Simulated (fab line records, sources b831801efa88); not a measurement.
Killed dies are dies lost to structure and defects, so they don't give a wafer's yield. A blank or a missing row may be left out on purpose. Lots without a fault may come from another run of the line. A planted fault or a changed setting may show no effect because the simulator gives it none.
One fault seen from 2 desks | flow gf180mcu | each desk has only its own numbers; what lay behind them comes last

THE METROLOGY DESK
What the gauges read, lot by lot, whatever tool the lot ran on: means of the sampled wafers that have a number. A lot is out of limits, marked OUT, if its mean lies more than 4 standard deviations from the usual mean; the brackets give that distance.
Columns: A = V5_CVD_02_THK at GF_V5_THK_MEAS_03, usual 1471 nm
lot  | first seen here | A
L862 | day 27 10:10    | 1500
L866 | day 28 10:52    | 1457
L868 | day 29 04:40    | 1457
L869 | day 29 10:38    | 1453
L871 | day 29 23:20    | 1474
L872 | day 30 05:25    | 1473
L873 | day 30 14:35    | 1479
L877 | day 31 17:04    | 1159 (-16) OUT
L878 | day 31 23:14    | 1480
L879 | day 32 02:26    | 896 (-30) OUT
L880 | day 32 10:17    | 1170 (-16) OUT
L885 | day 33 12:32    | 1457
This desk's finding: out of limits on L877, L879, L880; first on L877, day 31 17:04 (V5_CVD_02_THK at GF_V5_THK_MEAS_03). In limits: L862, L866, L868, L869, L871, L872, L873, L878, L885.

THE TOOL OWNER'S DESK: pecvd-03
The tool's own readings at GF_V5_CVD_02 (deposits SiO2 from TEOS, target thk 1450 nm, time 163.28 s): means of the sampled wafers that have a number, for each lot that ran on this tool. A lot is out of limits, marked OUT, if its mean lies more than 4 standard deviations from the usual mean; the brackets give that distance.
Columns: A = heater_power_w at GF_V5_CVD_02, usual 667 W
lot  | first seen here | A
L868 | day 29 04:33    | 698
L871 | day 29 23:14    | 676
L872 | day 30 05:19    | 554
L877 | day 31 16:53    | 620
L879 | day 32 02:16    | 594
L880 | day 32 10:11    | 720
This desk's finding: nothing out of limits on any of the 6 lots.

PUT TOGETHER
The metrology desk could have raised an alarm at day 31 17:04, on L877, L879, L880.
The tool owner's desk saw nothing out of limits.
The tool owner's desk has L877, L879, L880 on record, within its limits.
Of the lots named, all ran GF_V5_CVD_02 on pecvd-03.

WHAT THE SIMULATOR HAD PUT IN
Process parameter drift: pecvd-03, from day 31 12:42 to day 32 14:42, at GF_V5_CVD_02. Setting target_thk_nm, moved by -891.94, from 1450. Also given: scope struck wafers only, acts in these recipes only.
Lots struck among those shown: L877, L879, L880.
Hours from the fault's start to each desk's first reading out of limits: the metrology desk, 4.
